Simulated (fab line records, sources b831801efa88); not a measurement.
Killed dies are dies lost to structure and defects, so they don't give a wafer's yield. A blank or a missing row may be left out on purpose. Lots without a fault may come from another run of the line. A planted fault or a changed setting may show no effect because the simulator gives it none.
fab line records | flow sky130
record lots=6 wafers=18 last_day=50
route steps=708 shown VIA3@587 METAL4@598 CAP2M@603 PAD_OPEN@708
lots that met no fault: from a run of the same line without faults
start_h: hours from the record's first day to the start of the lot's first wafer shown | wait_h: hours since the lot's step before | " the same as in the row above | L1.1+2: a row that stands for several wafers | - no value, or no start given | * or withheld: withheld | < > ~ a bound
route shown NAME@n: a module of which the file shows steps, and the number in the route of the first | usual: mean/standard deviation of fault-free wafers | same: alike in all rows | chamber/n: place in a boat | sites: the reading at each site | _std_site: their standard deviation | _edge_site: outer sites' mean less inner sites' | radius_mm: how far each site lies from the wafer's centre | mask NAME#n: copy n | behind: the tool/chamber that last shaped the wafer | hold: why the lot was held/for how many hours/how that ended | device: the transistor (n, p or np) that didn't switch | end of line: the same wafers' tests at the end of the route | a step without rows: its recipe alone | killed: dies lost to structure and defects at the first sort, not the wafer's yield | map: a wafer's dies, x killed, . not, _ none there
set.NAME: the setting as run; set.NAME@STEP: as run at that earlier step | model.NAME: the simulator's own value behind a step, which no gauge read
lots at some steps of the route; a table a step, a row a wafer
services: from which hour (start_h, from the record's first day; less than 0 if before it) a tool's chamber was out of use, for how many hours, and why
## steps
# step SKY_VIA3_ETCH_14
# recipe chemistry=N2/H2 target=BARC ion_energy_ev=200 source_w=500 bias_w=100 pressure_mtorr=30 n2_flow_sccm=100 h2_flow_sccm=200 stop_on=SiO2 time_s=45.9 target_depth_a=600
# step SKY_VIA3_ETCH_15
# recipe target=SiO2 chemistry=C4F8/O2/Ar target_depth_nm=507 stop_on=TiN mask_material=KrF-thick source_w=1500 bias_w=1200 pressure_mtorr=40 c4f8_flow_sccm=withheld O2_flow_sccm=6 Ar_flow_sccm=300 time_s=78
# usual oes_product_au=0.946/0.0046
# columns lot.wafer tool chamber start_h wait_h oes_product_au rf_hours_counter_h
L140.1 rie_diel-03 3 963.70 0.0 0.943 14
L140.2 " 0 " " 0.949 16
L140.6 " 1 " " 0.953 -
L144.2 rie_diel-03 0 991.15 0.0 0.948 17
L144.3 " 3 " " 0.949 15
L144.5 " 3 " " 0.945 -
L145.1 rie_diel-03 3 996.22 0.0 0.946 16
L145.2 " 0 " " 0.943 17
L145.3 " 1 " " 0.940 17
L148.3 rie_diel-01 3 1017.22 0.0 0.939 17
L148.4 " 2 " " 0.954 -
L148.5 " 1 " " 0.954 -
L156.1 rie_diel-01 1 1066.02 0.0 0.948 1
L156.3 " 3 " " 0.948 20
L156.4 " 2 " " 0.951 25
L157.3 rie_diel-01 3 1075.66 0.0 0.936 20
L157.4 " 0 " " 0.938 2
L157.6 " 3 " " 0.942 -
# step SKY_VIA3_STRIP_16
# recipe chemistry=O2/N2 power_w=1400 pressure_mtorr=1500 platen_temp_c=withheld o2_flow_sccm=3000 n2_flow_sccm=300 overash_fraction=0.5
# step SKY_VIA3_STRIP_17
# recipe chemistry=post_etch_residue_remover time_s=1200 temp_c=72.5
# step SKY_VIA3_CLEAN_18
# recipe chemistry=IPA time_s=180 temp_c=25
# step SKY_VIA3_CLEAN_19
# recipe chemistry=O3/DIW dry=n2_spin
# step SKY_VIA3_SPUTTER_20
# recipe material=TiN target_thk_nm=20 chamber_pressure_pa=5 power_w=4000 time_s=80
# step SKY_VIA3_CVD_21
# recipe material=W target_thk_nm=390 time_s=117.31 temp_c=400 pressure_torr=40
# step SKY_VIA3_RS_MEAS_22
# recipe thk_meas_gauge=four-point-probe reads=W_of_VIA3_CVD_21+TiN_of_VIA3_SPUTTER_20
# usual VIA3_W_RS=0.2953/0.0027
# columns lot.wafer tool chamber start_h wait_h VIA3_W_RS[ohm/sq]
L140.1 film_metro-03 - 964.63 0.1 0.3006
L140.2 " - " " 0.3010
L140.6 " - " " 0.2988
L144.2 film_metro-04 - 992.05 0.1 0.2957
L144.3 " - " " 0.2983
L144.5 " - " " 0.2952
L145.1 film_metro-01 - 997.06 0.1 0.2923
L145.2 " - " " 0.2957
L145.3 " - " " 0.2947
L148.3 film_metro-04 - 1018.10 0.1 0.3019
L148.4 " - " " 0.2935
L148.5 " - " " 0.2946
L156.1 film_metro-03 - 1066.88 0.1 0.2925
L156.3 " - " " 0.2920
L156.4 " - " " 0.2950
L157.3 film_metro-01 - 1076.55 0.1 0.2877
L157.4 " - " " 0.2954
L157.6 " - " " 0.2918
# step SKY_VIA3_THK_MEAS_23
# recipe thk_meas_gauge=xrf reads=W_of_VIA3_CVD_21
# usual VIA3_W_THK=393/6
# columns lot.wafer tool chamber start_h wait_h VIA3_W_THK[nm]
L140.1 film_metro-03 - 964.75 0.1 383
L140.2 " - " " 382
L140.6 " - " " 384
L144.2 film_metro-04 - 992.16 0.1 396
L144.3 " - " " 394
L144.5 " - " " 397
L145.1 film_metro-01 - 997.18 0.1 401
L145.2 " - " " 399
L145.3 " - " " 398
L148.3 film_metro-04 - 1018.20 0.1 386
L148.4 " - " " 398
L148.5 " - " " 395
L156.1 film_metro-03 - 1067.00 0.1 394
L156.3 " - " " 387
L156.4 " - " " 389
L157.3 film_metro-01 - 1076.65 0.1 411
L157.4 " - " " 397
L157.6 " - " " 400
# step SKY_VIA3_CMP_24
# recipe stop_on=SiO2 t_overpolish_s=20 down_force_psi=3.5 platen_rpm=60 target_thk_nm=0 pad_velocity_m_s=0.94248
# step SKY_METAL4_SPUTTER_00
# recipe material=Ti target_thk_nm=15 power_w=3000 time_s=10 chamber_pressure_pa=0.4
# step SKY_METAL4_SPUTTER_01
# recipe material=TiN target_thk_nm=20 power_w=6500 time_s=16.7 chamber_pressure_pa=0.4
# usual throttle_valve_pct=30.6/0.88
# columns lot.wafer tool chamber start_h wait_h throttle_valve_pct
L140.1 pvd_sputter-01 - 965.14 0.0 30.6
L140.2 " - " " 31.2
L140.6 " - " " 30.8
L144.2 pvd_sputter-02 - 992.53 0.0 30.1
L144.3 " - " " 30.5
L144.5 " - " " 30.3
L145.1 pvd_sputter-02 - 997.57 0.0 30.2
L145.2 " - " " 31.8
L145.3 " - " " 30.4
L148.3 pvd_sputter-01 - 1018.56 0.0 31.4
L148.4 " - " " 28.3
L148.5 " - " " 30.9
L156.1 pvd_sputter-02 - 1067.38 0.0 31.6
L156.3 " - " " 30.4
L156.4 " - " " 30.5
L157.3 pvd_sputter-03 - 1077.01 0.0 30.2
L157.4 " - " " 31.0
L157.6 " - " " 30.1
# step SKY_METAL4_SPUTTER_02
# recipe material=AlCu target_thk_nm=735 power_w=10600 time_s=39.1 chamber_pressure_pa=0.4
# step SKY_METAL4_SPUTTER_03
# recipe material=Ti target_thk_nm=5 power_w=3000 time_s=3.3 chamber_pressure_pa=0.4
# step SKY_METAL4_SPUTTER_04
# recipe material=TiN target_thk_nm=70 power_w=6500 time_s=58.3 chamber_pressure_pa=0.4
# usual throttle_valve_pct=30.6/0.88
# columns lot.wafer tool chamber start_h wait_h throttle_valve_pct
L140.1 pvd_sputter-01 - 965.22 0.0 30.7
L140.2 " - " " 31.0
L140.6 " - " " 30.8
L144.2 pvd_sputter-02 - 992.61 0.0 29.6
L144.3 " - " " 30.5
L144.5 " - " " 30.1
L145.1 pvd_sputter-02 - 997.65 0.0 30.1
L145.2 " - " " 31.8
L145.3 " - " " 30.7
L148.3 pvd_sputter-01 - 1018.64 0.0 31.1
L148.4 " - " " 28.5
L148.5 " - " " 30.3
L156.1 pvd_sputter-02 - 1067.46 0.0 31.6
L156.3 " - " " 30.3
L156.4 " - " " 30.4
L157.3 pvd_sputter-03 - 1077.09 0.0 30.3
L157.4 " - " " 31.2
L157.6 " - " " 30.1
# step SKY_CAP2M_CVD_00
# recipe material=SiO2 target_thk_nm=15.5 temp_c=400 time_s=withheld rf_w=450
# usual heater_power_w=727/110
# columns lot.wafer tool chamber start_h wait_h heater_power_w
L140.1 pecvd-04 1 965.27 0.0 630
L140.2 " 2 " " 787
L140.6 " 2 " " 766
L144.2 pecvd-04 2 992.66 0.0 748
L144.3 " 2 " " 735
L144.5 " 2 " " 741
L145.1 pecvd-03 0 997.70 0.0 798
L145.2 " 2 " " 526
L145.3 " 0 " " 820
L148.3 pecvd-03 0 1018.69 0.0 824
L148.4 " 1 " " 853
L148.5 " 2 " " 557
L156.1 pecvd-01 0 1067.51 0.0 688
L156.3 " 2 " " 721
L156.4 " 0 " " 666
L157.3 pecvd-01 2 1077.14 0.0 712
L157.4 " 1 " " 650
L157.6 " 0 " " 692
# step SKY_CAP2M_THK_MEAS_01
# recipe reads=SiO2_of_CAP2M_CVD_00
# usual CAP2M_CVD_00_THK=15.49/0.23
# columns lot.wafer tool chamber start_h wait_h CAP2M_CVD_00_THK[nm]
L140.1 film_metro-01 - 965.29 - 15.28
L140.2 " - " " 15.39
L140.6 " - " " 15.67
L144.2 film_metro-01 - 992.70 - 15.55
L144.3 " - " " 15.65
L144.5 " - " " 15.56
L145.1 film_metro-01 - 997.73 - 15.35
L145.2 " - " " 15.32
L145.3 " - " " 15.54
L148.3 film_metro-04 - 1018.73 - 15.51
L148.4 " - " " 15.52
L148.5 " - " " 15.89
L156.1 film_metro-02 - 1067.53 - 15.20
L156.3 " - " " 15.22
L156.4 " - " " 15.47
L157.3 film_metro-04 - 1077.18 - 15.14
L157.4 " - " " 15.87
L157.6 " - " " 15.75
# step SKY_CAP2M_SPUTTER_02
# recipe material=TiN target_thk_nm=200 temp_c=300 power_w=6388 time_s=166.7 chamber_pressure_pa=0.4
# usual substrate_temp_c=300.01/0.2 throttle_valve_pct=30.5/1.1
# columns lot.wafer tool chamber start_h wait_h substrate_temp_c throttle_valve_pct
L140.1 pvd_sputter-04 - 965.35 0.1 300.03 28.9
L140.2 " - " " 300.09 32.5
L140.6 " - " " 300.12 31.0
L144.2 pvd_sputter-03 - 992.75 0.0 299.70 30.2
L144.3 " - " " 299.80 31.0
L144.5 " - " " 299.90 29.9
L145.1 pvd_sputter-03 - 997.79 0.1 300.03 30.9
L145.2 " - " " 299.78 30.2
L145.3 " - " " 299.95 30.8
L148.3 pvd_sputter-02 - 1018.77 0.0 299.97 30.5
L148.4 " - " " 299.97 31.6
L148.5 " - " " 299.94 31.5
L156.1 pvd_sputter-03 - 1067.59 0.1 300.24 31.1
L156.3 " - " " 299.87 31.0
L156.4 " - " " 299.97 29.7
L157.3 pvd_sputter-02 - 1077.22 0.0 299.99 31.3
L157.4 " - " " 299.91 29.8
L157.6 " - " " 300.13 31.5
# step SKY_CAP2M_RS_MEAS_03
# recipe thk_meas_gauge=four-point-probe reads=TiN_of_CAP2M_SPUTTER_02
# usual CAP2M_TIN_RS=7.05/0.088
# columns lot.wafer tool chamber start_h wait_h CAP2M_TIN_RS[ohm/sq]
L140.1 film_metro-04 - 965.46 0.1 6.97
L140.2 " - " " 6.82
L140.6 " - " " 6.97
L144.2 film_metro-04 - 992.88 0.1 7.02
L144.3 " - " " 7.04
L144.5 " - " " 6.98
L145.1 film_metro-01 - 997.94 0.1 7.08
L145.2 " - " " 7.06
L145.3 " - " " 7.03
L148.3 film_metro-02 - 1018.92 0.1 6.97
L148.4 " - " " 6.94
L148.5 " - " " 7.04
L156.1 film_metro-04 - 1067.70 0.1 7.01
L156.3 " - " " 6.98
L156.4 " - " " 6.94
L157.3 film_metro-02 - 1077.37 0.1 7.08
L157.4 " - " " 7.11
L157.6 " - " " 7.16
# step SKY_CAP2M_THK_MEAS_04
# recipe thk_meas_gauge=xrf reads=TiN_of_CAP2M_SPUTTER_02
# usual CAP2M_TIN_THK=198.5/2.5
# columns lot.wafer tool chamber start_h wait_h CAP2M_TIN_THK[nm]
L140.1 film_metro-04 - 965.58 0.1 200.6
L140.2 " - " " 206.5
L140.6 " - " " 200.8
L144.2 film_metro-04 - 992.99 0.1 200.0
L144.3 " - " " 199.2
L144.5 " - " " 200.0
L145.1 film_metro-01 - 998.06 0.1 198.7
L145.2 " - " " 198.7
L145.3 " - " " 200.2
L148.3 film_metro-02 - 1019.02 0.1 198.3
L148.4 " - " " 199.5
L148.5 " - " " 196.9
L156.1 film_metro-04 - 1067.82 0.1 199.0
L156.3 " - " " 200.8
L156.4 " - " " 201.4
L157.3 film_metro-02 - 1077.47 0.1 196.0
L157.4 " - " " 195.5
L157.6 " - " " 193.0
# step SKY_CAP2M_DEHYDRATE_05
# recipe temp_c=200 time_s=60
# step SKY_CAP2M_HMDS_06
# recipe prime_time_s=60 prime_temp_c=120
# step SKY_CAP2M_COAT_07
# recipe resist=NOVOLAK spin_rpm=3000 resist_thk_nm=1140
# step SKY_CAP2M_SOFTBAKE_08
# recipe temp_c=90 time_s=60 resist=NOVOLAK
# step SKY_CAP2M_EXPOSE_09
# recipe mask_id=CAP2M na=0.6 source_shape=conventional sigma_outer=0.6 polarization=unpolarized target_cd_nm=1000 dose_mj=159
# step SKY_CAP2M_PEB_10
# recipe temp_c=withheld time_s=* resist=NOVOLAK
# step SKY_CAP2M_DEVELOP_11
# recipe resist=NOVOLAK developer=TMAH develop_time_s=60 dev_temp_c=23
# step SKY_CAP2M_OVL_MEAS_12
# usual CAP2M_OVL=-0.8/1.6
# columns lot.wafer tool chamber start_h wait_h CAP2M_OVL[nm]
L140.1 overlay-01 - 989.08 0.1 0.7
L140.2 " - " " 1.2
L140.6 " - " " 0.5
L144.2 overlay-02 - 1015.77 0.1 -1.9
L144.3 " - " " -4.2
L144.5 " - " " -2.2
L145.1 overlay-01 - 1020.97 0.1 -2.1
L145.2 " - " " -1.0
L145.3 " - " " -4.7
L148.3 overlay-01 - 1041.34 0.1 -1.2
L148.4 " - " " -1.5
L148.5 " - " " -1.5
L156.1 overlay-02 - 1088.88 0.1 0.5
L156.3 " - " " 0.5
L156.4 " - " " 1.6
L157.3 overlay-01 - 1097.40 0.1 1.1
L157.4 " - " " -0.5
L157.6 " - " " -0.5
# step SKY_CAP2M_METAL_ETCH_13
# recipe target_depth_nm=220 stop_on=SiO2 chemistry=Cl2/BCl3 target=TiN pressure_mtorr=10 icp_w=900 bias_w=48.5 Cl2_flow_sccm=60 bcl3_flow_sccm=30 time_s=62.9
# usual drypump_motor_current_A=5.9/0.37 oes_product_au=0.931/0.0076 throttle_valve_pct=21.907/0.011
# columns lot.wafer tool chamber start_h wait_h drypump_motor_current_A oes_product_au rf_hours_counter_h throttle_valve_pct
L140.1 rie_metal-03 1 989.12 0.0 5.8 0.931 3 21.912
L140.2 " 1 " " 5.8 0.948 - 21.892
L140.6 " 1 " " 5.8 0.937 - 21.918
L144.2 rie_metal-02 1 1015.80 0.0 5.8 0.930 18 21.906
L144.3 " 0 " " 5.4 0.926 - 21.887
L144.5 " 0 " " 5.4 0.934 - 21.908
L145.1 rie_metal-02 1 1021.00 0.0 5.8 0.919 18 21.917
L145.2 " 0 " " 5.4 0.929 9 21.908
L145.3 " 1 " " 5.9 0.929 - 21.896
L148.3 rie_metal-02 1 1041.39 0.0 5.8 0.935 - 21.904
L148.4 " 0 " " 5.4 0.941 - 21.893
L148.5 " 1 " " 5.8 0.926 - 21.906
L156.1 rie_metal-04 0 1088.92 0.0 5.5 0.931 16 21.903
L156.3 " 0 " " 5.5 0.937 - 21.907
L156.4 " 1 " " 6.4 0.942 - 21.902
L157.3 rie_metal-04 1 1097.45 0.0 6.5 0.934 - 21.905
L157.4 " 0 " " 5.5 0.915 - 21.920
L157.6 " 1 " " 6.4 0.929 - 21.929
# step SKY_CAP2M_STRIP_14
# recipe chemistry=O2/N2 power_w=1400 pressure_mtorr=1500 platen_temp_c=withheld o2_flow_sccm=3000 n2_flow_sccm=300 overash_fraction=0.5
# step SKY_CAP2M_STRIP_15
# recipe chemistry=post_etch_residue_remover time_s=1200 temp_c=72.5
# step SKY_CAP2M_CLEAN_16
# recipe chemistry=IPA time_s=180 temp_c=25
# step SKY_CAP2M_CLEAN_17
# recipe chemistry=O3/DIW dry=n2_spin
# step SKY_METAL4_DEHYDRATE_05
# recipe temp_c=200 time_s=60
# step SKY_METAL4_HMDS_06
# recipe prime_time_s=60 prime_temp_c=120
# step SKY_METAL4_COAT_07
# recipe resist=BARC temp_c=withheld time_s=withheld spin_rpm=3000 resist_thk_nm=60
# step SKY_METAL4_COAT_08
# recipe resist=KrF-thick spin_rpm=3000 resist_thk_nm=1140
# step SKY_METAL4_SOFTBAKE_09
# recipe temp_c=100 time_s=92.46 resist=KrF-thick
# step SKY_METAL4_EXPOSE_10
# recipe mask_id=MM4 na=0.68 source_shape=annular sigma_inner=0.4 sigma_outer=0.8 target_cd_nm=300 dose_mj=28
# step SKY_METAL4_PEB_11
# recipe peb_temp_c=withheld peb_time_s=withheld resist=KrF-thick
# step SKY_METAL4_DEVELOP_12
# recipe develop_time_s=60 resist=KrF-thick dev_temp_c=21
# step SKY_PAD_OPEN_PROBE_99
# usual defect_limited_yield=82.8/1.8 killed_at_M0_to_M3=43/6.3 killed_at_M4_up=3.1/1.9 killed_at_contacts=24/5.1 killed_at_front_end=14/4.3 killed_at_other=0.3/0.53 killed_dies=85/8.8 killed_open=46/7.1 killed_short=38/5.9 sort_bin_3_pad_short=0.8/0.41 sort_bin_5_function=10.4/1.5 sort_bin_6_memory=6.1/1.1 sort_n_pass=407/8.8 sort_yield_pct=82.8/1.8
# same gross_dies=492 killed_at_back_side=0 sort_bin_4_leakage[%]=0 sort_bin_8_speed[%]=0
# columns lot.wafer tool chamber start_h wait_h defect_limited_yield[%] killed_at_M0_to_M3 killed_at_M4_up killed_at_contacts killed_at_front_end killed_at_other killed_dies killed_open killed_short sort_bin_3_pad_short[%] sort_bin_5_function[%] sort_bin_6_memory[%] sort_n_pass sort_yield_pct[%] model.etest.tester.sort_n_pass model.etest.tester.sort_yield_pct model.etest.tester.sort_bin_5_pct model.etest.tester.sort_bin_3_pct
L140.1 prober-02 - 1105.56 0.1 83.9 43 0 19 17 0 79 38 41 0.8 11.0 4.3 413 83.9 413 83.94 10.98 0.813
L140.2 prober-02 - 1105.61 0.1 81.7 37 4 31 17 1 90 49 41 0.8 10.0 7.5 402 81.7 402 81.71 9.959 0.813
L140.6 prober-02 - 1105.81 0.2 83.7 49 1 21 9 0 80 44 36 0.8 8.1 7.3 412 83.7 412 83.74 8.13 0.813
L144.2 prober-02 - 1127.59 0.1 77.0 32 44 25 12 0 113 37 36 2.6 15.7 4.7 379 77.0 379 77.03 15.65 2.642
L144.3 prober-02 - 1127.64 0.2 80.5 46 16 25 9 0 96 54 31 1.4 11.0 7.1 396 80.5 396 80.49 10.98 1.423
L144.5 prober-02 - 1127.74 0.2 70.3 40 48 35 23 0 146 64 38 3.0 18.9 7.7 346 70.3 346 70.33 18.9 3.049
L145.1 prober-01 - 1132.57 0.1 75.8 30 52 27 10 0 119 31 37 1.8 16.1 6.3 373 75.8 373 75.81 16.06 1.829
L145.2 prober-01 - 1132.62 0.1 76.2 33 48 23 12 1 117 33 36 2.2 14.8 6.7 375 76.2 375 76.22 14.84 2.236
L145.3 prober-01 - 1132.67 0.2 77.8 46 20 31 12 0 109 54 40 0.6 14.0 7.5 383 77.8 383 77.85 14.02 0.6098
L148.3 prober-02 - 1148.48 0.2 85.8 38 0 24 8 0 70 37 32 0.2 8.9 5.1 422 85.8 422 85.77 8.943 0.2033
L148.4 prober-02 - 1148.53 0.2 83.3 37 4 31 10 0 82 44 38 0.6 9.8 6.3 410 83.3 410 83.33 9.756 0.6098
L148.5 prober-02 - 1148.58 0.2 81.7 40 4 25 20 1 90 49 41 1.4 11.4 5.5 402 81.7 402 81.71 11.38 1.423
L156.1 prober-02 - 1187.90 0.1 81.9 41 4 31 13 0 89 40 49 1.0 11.2 5.9 403 81.9 403 81.91 11.18 1.016
L156.3 prober-02 - 1188.00 0.2 80.9 52 2 30 10 0 94 47 46 1.4 8.7 8.9 398 80.9 398 80.89 8.74 1.423
L156.4 prober-02 - 1188.05 0.2 81.9 50 3 21 14 1 89 54 34 0.6 11.2 6.3 403 81.9 403 81.91 11.18 0.6098
L157.3 prober-02 - 1193.03 0.2 82.5 45 3 21 17 0 86 54 32 0.2 11.2 6.1 406 82.5 406 82.52 11.18 0.2033
L157.4 prober-02 - 1193.08 0.2 82.1 53 4 14 16 1 88 44 42 0.6 11.0 6.3 404 82.1 404 82.11 10.98 0.6098
L157.6 prober-02 - 1193.18 0.2 81.9 40 4 23 19 3 89 50 39 1.0 10.2 6.9 403 81.9 403 81.91 10.16 1.016
# killed by level:class
L140.1 METAL1:geometric_particle:short=10 FIELD_ISO:geometric_particle:short=6 VIA1:geometric_particle:open=6 VIA3:geometric_particle:open=6 LI_CONTACT:geometric_particle:open=5 CONTACT:geometric_particle:open=5 FIELD_ISO:geometric_particle:open=4 VIA3:geometric_particle:short=4
L140.2 CONTACT:geometric_particle:open=12 LI_CONTACT:geometric_particle:open=8 POLY_GATE:geometric_particle:open=7 CONTACT:geometric_particle:short=7 VIA1:geometric_particle:short=6 VIA1:geometric_particle:open=6 FIELD_ISO:geometric_particle:short=4 METAL3:geometric_particle:short=4
L140.6 VIA1:geometric_particle:open=11 VIA3:geometric_particle:open=9 VIA2:geometric_particle:open=7 LI_CONTACT:geometric_particle:short=6 METAL1:geometric_particle:short=6 LI_CONTACT:geometric_particle:open=5 CONTACT:geometric_particle:open=5 LOCAL_INTERCONNECT:geometric_particle:short=3
L144.2 METAL4:unspecified=39 VIA1:geometric_particle:open=10 LOCAL_INTERCONNECT:geometric_particle:short=6 CONTACT:geometric_particle:short=6 LI_CONTACT:geometric_particle:open=5 CONTACT:geometric_particle:open=5 FIELD_ISO:geometric_particle:short=4 VIA3:geometric_particle:open=4
L144.3 VIA1:geometric_particle:open=17 METAL4:unspecified=11 LI_CONTACT:geometric_particle:open=9 VIA3:geometric_particle:open=8 CONTACT:geometric_particle:open=8 CONTACT:geometric_particle:short=5 METAL1:geometric_particle:short=5 METAL4:geometric_particle:short=4
L144.5 METAL4:unspecified=44 CONTACT:geometric_particle:open=13 VIA1:geometric_particle:open=11 LI_CONTACT:geometric_particle:open=10 FIELD_ISO:geometric_particle:open=7 CONTACT:geometric_particle:short=6 VIA2:geometric_particle:open=6 VIA3:geometric_particle:open=5
L145.1 METAL4:unspecified=51 CONTACT:geometric_particle:open=8 CONTACT:geometric_particle:short=6 METAL1:geometric_particle:short=6 VIA1:geometric_particle:short=6 VIA3:geometric_particle:open=6 LI_CONTACT:geometric_particle:open=5 LOCAL_INTERCONNECT:geometric_particle:short=4
L145.2 METAL4:unspecified=48 VIA1:geometric_particle:open=8 LI_CONTACT:geometric_particle:open=7 CONTACT:geometric_particle:short=7 FIELD_ISO:geometric_particle:short=5 CONTACT:geometric_particle:open=5 VIA1:geometric_particle:short=5 METAL3:geometric_particle:short=5
L145.3 METAL4:unspecified=15 CONTACT:geometric_particle:open=14 METAL2:geometric_particle:short=11 VIA3:geometric_particle:open=8 VIA1:geometric_particle:open=7 VIA2:geometric_particle:open=6 CONTACT:geometric_particle:short=6 LI_CONTACT:geometric_particle:open=5
L148.3 VIA1:geometric_particle:open=11 CONTACT:geometric_particle:open=10 LI_CONTACT:geometric_particle:open=5 METAL2:geometric_particle:short=5 VIA3:geometric_particle:open=5 CONTACT:geometric_particle:short=4 METAL1:geometric_particle:short=4 VIA2:geometric_particle:open=4
L148.4 CONTACT:geometric_particle:open=13 METAL2:geometric_particle:short=8 CONTACT:geometric_particle:short=7 VIA2:geometric_particle:open=7 LI_CONTACT:geometric_particle:open=6 VIA1:geometric_particle:open=5 METAL4:geometric_particle:short=4 POLY_GATE:geometric_particle:open=3
L148.5 VIA1:geometric_particle:open=11 CONTACT:geometric_particle:open=9 FIELD_ISO:geometric_particle:open=7 POLY_GATE:geometric_particle:short=6 LOCAL_INTERCONNECT:geometric_particle:short=6 CONTACT:geometric_particle:short=5 LI_CONTACT:geometric_particle:open=5 METAL1:geometric_particle:open=4
L156.1 CONTACT:geometric_particle:open=12 METAL1:geometric_particle:short=9 CONTACT:geometric_particle:short=7 LI_CONTACT:geometric_particle:open=6 VIA3:geometric_particle:short=5 POLY_GATE:geometric_particle:short=4 LOCAL_INTERCONNECT:geometric_particle:short=4 VIA1:geometric_particle:short=4
L156.3 CONTACT:geometric_particle:open=10 METAL1:geometric_particle:short=10 VIA1:geometric_particle:open=10 LI_CONTACT:geometric_particle:open=7 METAL2:geometric_particle:short=6 VIA3:geometric_particle:open=6 LI_CONTACT:geometric_particle:short=5 LOCAL_INTERCONNECT:geometric_particle:short=5
L156.4 CONTACT:geometric_particle:open=9 METAL2:geometric_particle:short=9 VIA2:geometric_particle:open=8 VIA3:geometric_particle:open=8 LI_CONTACT:geometric_particle:open=7 VIA1:geometric_particle:open=7 FIELD_ISO:geometric_particle:open=6 VIA2:geometric_particle:short=5
L157.3 VIA1:geometric_particle:open=15 CONTACT:geometric_particle:open=7 VIA2:geometric_particle:open=7 LI_CONTACT:geometric_particle:open=6 VIA1:geometric_particle:short=6 VIA3:geometric_particle:open=6 POLY_GATE:geometric_particle:open=5 CONTACT:geometric_particle:short=4
L157.4 VIA1:geometric_particle:open=10 METAL1:geometric_particle:short=10 VIA2:geometric_particle:open=9 POLY_GATE:geometric_particle:open=6 CONTACT:geometric_particle:short=4 VIA3:geometric_particle:open=4 LI_CONTACT:geometric_particle:open=4 CONTACT:geometric_particle:open=4
L157.6 VIA1:geometric_particle:open=17 FIELD_ISO:geometric_particle:short=8 CONTACT:geometric_particle:open=8 METAL2:geometric_particle:short=5 POLY_GATE:geometric_particle:open=4 LI_CONTACT:geometric_particle:open=4 LOCAL_INTERCONNECT:geometric_particle:short=4 CONTACT:geometric_particle:short=4
# map L144.5 (x killed, . not)
__________xx........_________
________xx...x....xx.x_______
______xx..x..x.........._____
_____..x...x....x........____
____.x..x...........x.....___
___......x.....xx....x..x..__
__...xx........xx.xx...x...x_
_.x.x.xx.x..x...x............
_....x.......x..........x.xx.
_..x.x..xx.x............x....
_x..........x...x.....xxx..x.
_..x.x....x.x......xxx.x.....
_x.x.x..........x.x.x.....x..
_.xx.....x..x....xxxxxx....x.
_...x.xx..x..x...xxxxxxxx....
__xx.....x.......xxxxxxxx..._
___xx.....x...x.xxxxxxx.x..__
____....x.x.x....xxxxxxx..___
_____......xxx...xxx.x...____
______.x...........xxxx._____
________xx.x......x..._______
__________....x....x_________
# map L145.1 (x killed, . not)
__________........x._________
________.x.x.........._______
______...x.........x...x_____
_____..x.x........xx.x.x.____
____..x..x.x..............___
___xx...x........x....x.x..__
__.....x..x..xx...........x._
_..x..x.........x.....x..xxx.
_...x.x..x................x..
_...x....xxx.x...............
_.........x..x.x...x.x.x.....
_....x......x................
_........x...x..xxxxxxx......
_..x.....x..x.xx.xxxxxxxxx...
_..x.......x...x.xxxxxxxxxx..
__.......x......xxxxxxxxxx.._
___..............xxxxxxxx.x__
____.........xx..xxxxxx...___
_____....................____
______.x...............x_____
________........xx..x._______
__________.........._________
## services
# columns tool chamber start_h hours kind
pecvd-01 - 941.04 1.3 repair
rie_metal-03 - 945.81 0.8 repair
rie_diel-01 3 966.64 46.5 repair
pecvd-04 1 969.15 5.8 repair
pvd_sputter-03 3 974.16 - consumable_replace:kit
pvd_sputter-03 3 974.16 18.0 scheduled_down
rie_diel-03 2 976.40 111.1 repair
pecvd-04 1 990.52 5.8 repair
rie_metal-04 - 992.34 14.6 pm
rie_diel-01 - 993.07 14.6 pm
pecvd-04 - 998.69 0.6 repair
pecvd-04 2 1012.54 13.6 repair
pvd_sputter-03 - 1016.42 6.8 repair
pvd_sputter-01 - 1020.79 7.9 repair
pecvd-04 - 1022.37 1.6 repair
rie_diel-01 - 1027.35 0.9 repair
rie_metal-03 - 1028.15 1.4 pm
pecvd-03 0 1040.91 8.5 repair
rie_metal-02 - 1067.82 0.2 repair
pecvd-03 - 1074.23 14.6 pm
pvd_sputter-02 3 1081.82 - consumable_replace:kit
pvd_sputter-02 3 1081.82 18.0 scheduled_down
pvd_sputter-02 3 1081.82 18.0 vent_cycle
pecvd-01 0 1096.63 1.9 repair
## key
first_sign step=SKY_PAD_OPEN_PROBE_99 reading=killed_at_M4_up direction=up sigmas=18 usual=3.1 struck=38
effect step=SKY_PAD_OPEN_PROBE_99 reading=defect_limited_yield direction=down sigmas=3.6 usual=82.8 struck=76.3 wafers_moved=5
model_effect step=SKY_PAD_OPEN_PROBE_99 value=etest.tester.sort_n_pass without=405.3 struck=375.3
met_at SKY_METAL4_SPUTTER_01
struck_wafers L144.2,L144.3,L144.5,L145.1,L145.2,L145.3
also_fits SKY_VIA3_ETCH_15:rie_diel-03
fault kind=chamber_particle_source tool=pvd_sputter-02 chamber=- onset_h=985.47 steps=SKY_METAL4_SPUTTER_01 rate_per_visit_cm2=0.56245 end_h=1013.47
